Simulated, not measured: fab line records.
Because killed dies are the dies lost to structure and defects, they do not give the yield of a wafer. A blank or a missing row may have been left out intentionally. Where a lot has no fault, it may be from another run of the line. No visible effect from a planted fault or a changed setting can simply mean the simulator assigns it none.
Check for tools in common || flow sky130 || Sampled: 13 lots, 45 wafers

## WHAT PROMPTED THE OPENING
2 of 13 lots carry a flag on the reading VT_ADJUST_LVTN_TW at SKY_VT_ADJUST_LVTN_TW_MEAS_10. Wafers without a fault read 242.7, standard deviation 0.93.
Rule: a lot gets a flag if all its wafers with a number sit over 4 standard deviations from that mean, or if no wafer of it has a number. The other lots count as sound.

{"lot": "L679", "measured": "day 6 21:25", "on": "film_metro-01", "VT_ADJUST_LVTN_TW, wafer by wafer": "243.6 243.1 243.1", "flag": ""}
{"lot": "L680", "measured": "day 7 05:55", "on": "film_metro-01", "VT_ADJUST_LVTN_TW, wafer by wafer": "243.7 242.7 243.9", "flag": ""}
{"lot": "L681", "measured": "day 7 13:26", "on": "film_metro-03", "VT_ADJUST_LVTN_TW, wafer by wafer": "243.2 242.4 244.7", "flag": ""}
{"lot": "L682", "measured": "day 7 22:07", "on": "film_metro-03", "VT_ADJUST_LVTN_TW, wafer by wafer": "241.7 241.2 243.0", "flag": ""}
{"lot": "L683", "measured": "day 8 00:26", "on": "film_metro-03", "VT_ADJUST_LVTN_TW, wafer by wafer": "240.9 242.2 242.3", "flag": ""}
{"lot": "L684", "measured": "day 8 09:09", "on": "film_metro-04", "VT_ADJUST_LVTN_TW, wafer by wafer": "242.4 241.9 242.9", "flag": ""}
{"lot": "L692", "measured": "day 10 11:34", "on": "film_metro-03", "VT_ADJUST_LVTN_TW, wafer by wafer": "206.6 207.6 206.9 208.3 206.9 207.0", "flag": "FLAGGED"}
{"lot": "L694", "measured": "day 10 21:25", "on": "film_metro-01", "VT_ADJUST_LVTN_TW, wafer by wafer": "207.2 208.3 207.4 208.0 208.2 208.3", "flag": "FLAGGED"}
{"lot": "L695", "measured": "day 11 05:05", "on": "film_metro-04", "VT_ADJUST_LVTN_TW, wafer by wafer": "243.4 242.4 244.3", "flag": ""}
{"lot": "L696", "measured": "day 11 09:19", "on": "film_metro-03", "VT_ADJUST_LVTN_TW, wafer by wafer": "242.8 243.1 243.9", "flag": ""}
{"lot": "L697", "measured": "day 11 15:37", "on": "film_metro-01", "VT_ADJUST_LVTN_TW, wafer by wafer": "242.5 242.7 242.8", "flag": ""}
{"lot": "L698", "measured": "day 11 21:58", "on": "film_metro-01", "VT_ADJUST_LVTN_TW, wafer by wafer": "243.5 241.6 243.2", "flag": ""}
{"lot": "L699", "measured": "day 12 05:36", "on": "film_metro-01", "VT_ADJUST_LVTN_TW, wafer by wafer": "244.0 242.7 244.3", "flag": ""}
On average the flagged lots' numbers are 207.6, which is -35.1 against the usual, or -38 standard deviations.

## LOT BY LOT: THE TOOL USED
The record keeps 1 process step preceding the reading, out of 708 steps on the route. Every cell lists first the tool, next ch and the chambers used by the sampled wafers, and last the start.
{"lot": "L679", "flag": "", "SKY_VT_ADJUST_LVTN_IMPLANT_08": "implanter-04 ch 0, day 6 21:10"}
{"lot": "L680", "flag": "", "SKY_VT_ADJUST_LVTN_IMPLANT_08": "implanter-01 ch 0, day 7 05:40"}
{"lot": "L681", "flag": "", "SKY_VT_ADJUST_LVTN_IMPLANT_08": "implanter-01 ch 0, day 7 13:12"}
{"lot": "L682", "flag": "", "SKY_VT_ADJUST_LVTN_IMPLANT_08": "implanter-01 ch 0, day 7 21:52"}
{"lot": "L683", "flag": "", "SKY_VT_ADJUST_LVTN_IMPLANT_08": "implanter-03 ch 0, day 8 00:12"}
{"lot": "L684", "flag": "", "SKY_VT_ADJUST_LVTN_IMPLANT_08": "implanter-04 ch 0, day 8 08:57"}
{"lot": "L692", "flag": "FLAGGED", "SKY_VT_ADJUST_LVTN_IMPLANT_08": "implanter-04 ch 0, day 10 11:20"}
{"lot": "L694", "flag": "FLAGGED", "SKY_VT_ADJUST_LVTN_IMPLANT_08": "implanter-04 ch 0, day 10 21:11"}
{"lot": "L695", "flag": "", "SKY_VT_ADJUST_LVTN_IMPLANT_08": "implanter-03 ch 0, day 11 04:51"}
{"lot": "L696", "flag": "", "SKY_VT_ADJUST_LVTN_IMPLANT_08": "implanter-03 ch 0, day 11 09:05"}
{"lot": "L697", "flag": "", "SKY_VT_ADJUST_LVTN_IMPLANT_08": "implanter-01 ch 0, day 11 15:22"}
{"lot": "L698", "flag": "", "SKY_VT_ADJUST_LVTN_IMPLANT_08": "implanter-03 ch 0, day 11 21:43"}
{"lot": "L699", "flag": "", "SKY_VT_ADJUST_LVTN_IMPLANT_08": "implanter-03 ch 0, day 12 05:21"}
What the steps here do:
- SKY_VT_ADJUST_LVTN_IMPLANT_08
- SKY_VT_ADJUST_LVTN_TW_MEAS_10

## FLAGGED AGAINST TOTAL, ONE TOOL AT A TIME (gauges that did the reading follow at the end)
{"step": "SKY_VT_ADJUST_LVTN_IMPLANT_08", "tool": "implanter-01", "lots run": 4, "flagged": 0, "share of the flagged lots": "none", "sound lots run after its first flagged lot": "-"}
{"step": "SKY_VT_ADJUST_LVTN_IMPLANT_08", "tool": "implanter-03", "lots run": 5, "flagged": 0, "share of the flagged lots": "none", "sound lots run after its first flagged lot": "-"}
{"step": "SKY_VT_ADJUST_LVTN_IMPLANT_08", "tool": "implanter-04", "lots run": 4, "flagged": 2, "share of the flagged lots": "all", "sound lots run after its first flagged lot": 0}
{"step": "SKY_VT_ADJUST_LVTN_TW_MEAS_10", "tool": "film_metro-01", "lots run": 6, "flagged": 1, "share of the flagged lots": "some", "sound lots run after its first flagged lot": "3 (L697,L698,L699)"}
{"step": "SKY_VT_ADJUST_LVTN_TW_MEAS_10", "tool": "film_metro-03", "lots run": 5, "flagged": 1, "share of the flagged lots": "some", "sound lots run after its first flagged lot": "1 (L696)"}
{"step": "SKY_VT_ADJUST_LVTN_TW_MEAS_10", "tool": "film_metro-04", "lots run": 2, "flagged": 0, "share of the flagged lots": "none", "sound lots run after its first flagged lot": "-"}

## WHAT THE TABLE PERMITS
Rows of the table that ran each flagged lot: 1, that is implanter-04 at SKY_VT_ADJUST_LVTN_IMPLANT_08.
- implanter-04 at SKY_VT_ADJUST_LVTN_IMPLANT_08: 2 of its 4 lots flagged. Last sound lot L684 at day 8 08:57, first flagged lot L692 at day 10 11:20; a fault beginning in between fits. Its own readings lie more than 4 standard deviations out on every wafer of the flagged lots: dose_ions_cm2, faraday_current_uA.
What remains is a single tool, implanter-04 at SKY_VT_ADJUST_LVTN_IMPLANT_08.

## WHAT WAS PUT IN BY THE SIMULATOR
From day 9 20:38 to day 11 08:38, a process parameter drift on implanter-04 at SKY_VT_ADJUST_LVTN_IMPLANT_08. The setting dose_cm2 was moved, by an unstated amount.
Shown lots that were struck: L692, L694. The same result came from the rule above.
